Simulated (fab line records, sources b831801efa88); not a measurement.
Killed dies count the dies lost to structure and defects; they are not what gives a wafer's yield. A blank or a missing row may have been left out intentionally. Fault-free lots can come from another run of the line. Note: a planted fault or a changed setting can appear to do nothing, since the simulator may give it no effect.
Struck lot and sound lot, side by side | flow sky130 | 14 out of 708 route steps
Sound: wafers L813.3, L813.4, L813.6. Wafers L823.3, L823.4, L823.6 were the ones struck. The cause is named last.
Each step with rows lists, per side, the tool, then ch with its chambers, then its first start. Under that, the readings that differ: sound wafers | struck wafers | difference of the means | sigmas: that difference in standard deviations of wafers without a fault.
alike: a reading whose means differ by less than 2 such deviations, as well as words and numbers matching on both sides. not compared: withheld readings; readings where some wafer has no value; bounds like >300 that might hide an equal value; numbers whose values overlap and for which the record gives no deviation.
The two part at a step that has a row with sigmas, a row that says differs or no value, or rows on one side only. Non-overlapping numbers with no deviation appear without sigmas and do not part them. A reading missing from all wafers of one side parts the sides only when that side holds two or more wafers.

SKY_CAPM_METAL_ETCH_13: etches TiN in Cl2/BCl3, stops on SiO2, target depth 220 nm, time 62.9 s.
  sound on rie-metal-02 ch 0,1, day 38 07:25; struck on rie-metal-02 ch 0,1, day 41 03:07
  alike: bias-w, drypump-motor-current-A, oes-product-au, throttle-valve-pct
  not compared: rf-hours-counter-h
SKY_CAPM_STRIP_14: strips in O2/N2.
  sound on plasma-asher-01 ch 0,1, day 38 07:29; struck on plasma-asher-04 ch 0,1, day 41 03:12
  alike: drypump-motor-current-A, oes-product-au, strip-time-to-endpoint-s
  not compared: rf-hours-counter-h
then, 10 steps without rows for these wafers: SKY_CAPM_STRIP_15 (strips in post etch residue remover, time 1200 s); SKY_CAPM_CLEAN_16 (cleans in IPA, time 180 s); SKY_CAPM_CLEAN_17 (cleans in O3/DIW); SKY_METAL3_DEHYDRATE_05 (time 60 s); SKY_METAL3_HMDS_06 (prime time 60 s); SKY_METAL3_COAT_07 (resist thk 60 nm); SKY_METAL3_COAT_08 (resist thk 1140 nm); SKY_METAL3_SOFTBAKE_09 (time 90 s); SKY_METAL3_EXPOSE_10 (exposes mask MM3, target cd 300 nm); SKY_METAL3_PEB_11.
SKY_METAL3_DEVELOP_12: develop time 60 s.
  sound on litho-track-04 ch 0, day 39 08:00; struck on litho-track-04, day 42 03:00
  no value came back on the struck wafers for chill-plate-temp-C (C), develop-time-s (s); on the sound wafers chill-plate-temp-C (C) reads 22.99 22.86 22.94
  reading                                       | sound          | struck         | difference | sigmas
  model.KrF-thick_of_METAL3_COAT_08.thk-nm (nm) | 1128 1129 1128 | 1139 1141 1142 | +12        |
SKY_METAL3_CD_MEAS_13: target cd 300 nm.
  sound: cd-sem-01 at day 39 08:31; struck: cd-sem-01 at day 42 03:46
  reading    | sound             | struck | difference                    | sigmas
  cd-nm (nm) | 299.7 300.9 301.0 | - - -  | no value on the struck wafers |

== WHERE THEY PART ==
Earliest at SKY_METAL3_DEVELOP_12; latest, in this record, at SKY_METAL3_CD_MEAS_13.

WHY: whatever the simulator had introduced
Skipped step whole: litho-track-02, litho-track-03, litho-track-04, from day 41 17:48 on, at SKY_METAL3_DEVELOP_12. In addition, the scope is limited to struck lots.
